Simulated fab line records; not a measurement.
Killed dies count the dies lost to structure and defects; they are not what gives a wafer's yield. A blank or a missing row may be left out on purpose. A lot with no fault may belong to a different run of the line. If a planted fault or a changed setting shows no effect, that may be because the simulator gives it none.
A single fault, viewed from 2 desks :: flow sky130 :: what lay behind the numbers comes last; until then each desk has only its own

## AT THE METROLOGY DESK
What the gauges read, lot by lot, whatever tool the lot ran on: means of the sampled wafers that have a number. A lot is out of limits, marked OUT, if its mean lies more than 4 standard deviations from the usual mean; the brackets give that distance.
Columns: A = GATE_OXIDE_OVL at SKY_GATE_OXIDE_OVL_MEAS_10, usual 0.0 nm; B = GATE_OXIDE_TW at SKY_GATE_OXIDE_TW_MEAS_14, usual 224.0
lot: L563
first seen here: day 14 00:17
A: 1.5
B: 224.1

lot: L572
first seen here: day 17 06:45
A: -1.1
B: 224.8

lot: L579
first seen here: day 20 11:00
A: 0.4
B: 224.1

lot: L581
first seen here: day 20 21:12
A: 0.7
B: 224.6

lot: L584
first seen here: day 21 17:51
A: -0.6
B: 224.5

lot: L585
first seen here: day 22 07:11
A: 0.0
B: 226.0
Finding of this desk: none of the 6 lots has anything out of limits.

## THE TOOL OWNER'S DESK: furnace-02
The tool's own readings at SKY_GATE_OXIDE_OXIDATION_16 (stabilise 600 s, purge 300 s, target thk 3.57 nm): means of the sampled wafers that have a number, for each lot that ran on this tool. A lot is out of limits, marked OUT, if its mean lies more than 4 standard deviations from the usual mean; the brackets give that distance.
Columns: A = ox-temp-c-max at SKY_GATE_OXIDE_OXIDATION_16, usual 803.9; B = ramp-up-c-per-min at SKY_GATE_OXIDE_OXIDATION_16, usual 10.0000; C = spike-tc-centre-C at SKY_GATE_OXIDE_OXIDATION_16, usual 799.9 C
lot: L563
first seen here: day 14 00:55
A: 804.2
B: 10.0000
C: 800.6

lot: L572
first seen here: day 17 07:45
A: 804.4
B: 9.9996
C: 800.5

lot: L579
first seen here: day 20 11:59
A: 803.9
B: 10.0015
C: 801.4

lot: L581
first seen here: day 20 21:42
A: 804.9
B: 9.9992
C: 799.7
Finding of this desk: none of the 4 lots has anything out of limits.

## ALL TOGETHER
At the metrology desk, nothing out of limits was observed.
The tool owner's desk saw nothing out of limits.

## WHAT HAD BEEN PUT IN BY THE SIMULATOR
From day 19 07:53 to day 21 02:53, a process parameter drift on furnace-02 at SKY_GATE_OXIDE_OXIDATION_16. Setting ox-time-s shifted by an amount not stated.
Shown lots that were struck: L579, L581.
